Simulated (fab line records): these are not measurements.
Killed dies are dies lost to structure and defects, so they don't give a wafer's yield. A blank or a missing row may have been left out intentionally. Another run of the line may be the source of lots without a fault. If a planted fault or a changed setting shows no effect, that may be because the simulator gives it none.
Matching of chambers    flow sky130    cmp-02 running SKY_VIA3_CMP_02: 4 sister chambers
The step polishes SiO2. 8 wafers are shown with their chamber, then 12 later ones without.

WAFERS, EACH WITH ITS CHAMBER
wafer   chamber  motorCurrentA (A)  platenRpm (rpm)
L085.5  0        14.1               60.06
L085.6  3        10.6               60.01
L087.1  1        14.5               59.92
L087.2  0        13.3               60.02
L087.6  3        10.3               59.99
L089.3  2        10.8               59.98
L089.4  1        14.6               60.01
L089.5  2        10.5               60.01

WAFERS WHOSE CHAMBER IS MISSING
wafer   motorCurrentA (A)  platenRpm (rpm)
L090.1  14.8               59.98
L090.4  11.1               59.90
L090.6  10.3               60.00
L092.1  11.0               59.97
L092.3  10.6               59.90
L092.5  10.5               59.95
L093.2  10.0               60.04
L093.3  14.0               59.96
L093.5  10.8               59.97
L095.1  13.5               59.98
L095.2  10.2               59.97
L095.4  10.8               60.00

WHICH CHAMBER EACH WENT THROUGH
wafer   from the rows above      in truth
L090.1  1                        1
L090.4  can't be placed: 2 or 3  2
L090.6  can't be placed: 3 or 2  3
L092.1  can't be placed: 2 or 3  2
L092.3  can't be placed: 2 or 3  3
L092.5  can't be placed: 2 or 3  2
L093.2  can't be placed: 3 or 2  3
L093.3  can't be placed: 1 or 0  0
L093.5  can't be placed: 2 or 3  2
L095.1  can't be placed: 0 or 1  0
L095.2  can't be placed: 3 or 2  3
L095.4  can't be placed: 2 or 3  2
Correct placement for 1 of the 12. Not placeable from these rows: 11 (in 11, the candidates include the true chamber). 0 placed wrongly.
How it was worked out, from the rows above alone: a wafer's distance from a chamber is the root of the sum, over the readings, of the square of ((its reading less the chamber's mean) divided by the reading's scatter). The wafer belongs to the nearest chamber; if the next one is less than 2 further off, it can't be placed. A chamber's mean is the mean of its shown wafers. The scatter: the root of (the sum of the squares of (reading less its chamber's mean) over the shown wafers, divided by (wafers less chambers)).
